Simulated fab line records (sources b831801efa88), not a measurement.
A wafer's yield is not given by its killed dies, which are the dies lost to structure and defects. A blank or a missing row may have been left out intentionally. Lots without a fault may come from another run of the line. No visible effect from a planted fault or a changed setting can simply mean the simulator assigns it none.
Which tool did it?	flow sky130	12 lots, 36 wafers sampled, at 1 step of a route of 708

== WHAT EACH GAUGE READ, for each wafer ==
SKY_LI_CONTACT_OVL_MEAS_13. Usual: LI_CONTACT_OVL typically reads 1 nm, with standard deviation 5.4.
lot	measured	on	LI_CONTACT_OVL (nm)	flag
L895	day 29 00:13	overlay-01	5 8 5	
L896	day 29 06:31	overlay-02	3 4 3	
L898	day 29 23:34	overlay-02	1 -2 -7	
L899	day 30 09:34	overlay-01	-4 -8 -10	
L900	day 30 20:16	overlay-02	5 6 7	
L901	day 30 22:19	overlay-02	-5 0 3	
L902	day 31 14:25	overlay-02	-2 -10 -8	
L904	day 32 08:49	overlay-01	2 3 -1	
L907	day 33 07:32	overlay-01	4 5 12	
L913	day 34 22:16	overlay-02	-5 0 4	
L916	day 35 22:29	overlay-02	-4 1 -9	
L917	day 36 05:23	overlay-01	-2 7 -6	

== EACH LOT AND THE TOOL THAT RAN IT (in order: tool; ch and the chambers of the sampled wafers; start) ==
Before these readings, the record contains no process step.

== WHAT THE TOOLS THEMSELVES READ (means of the sampled wafers that have a number; where no wafer has one, the mark that the record gives instead) ==
The record holds no such reading with a usual standard deviation.

== THE ANSWER, worked out from the rows above alone ==
Rule: take the mean of a lot's wafers that have a number; if it is more than 3 standard deviations from the usual mean, the lot is off. A lot without any number at a reading at which 4 lots or more have one is off too. Where the step has rows for the other lots, those lots are counted as sound. The gauges are gone through in route order, then the tools' own readings, and for those a lot's mean is taken as printed above. The first step at which some lot is off is used, and at that step the reading that is off furthest; a lot without a number counts as furthest.
Nothing can be told from this: no lot is off at any reading shown.

== WHAT THE SIMULATOR HAD INSERTED ==
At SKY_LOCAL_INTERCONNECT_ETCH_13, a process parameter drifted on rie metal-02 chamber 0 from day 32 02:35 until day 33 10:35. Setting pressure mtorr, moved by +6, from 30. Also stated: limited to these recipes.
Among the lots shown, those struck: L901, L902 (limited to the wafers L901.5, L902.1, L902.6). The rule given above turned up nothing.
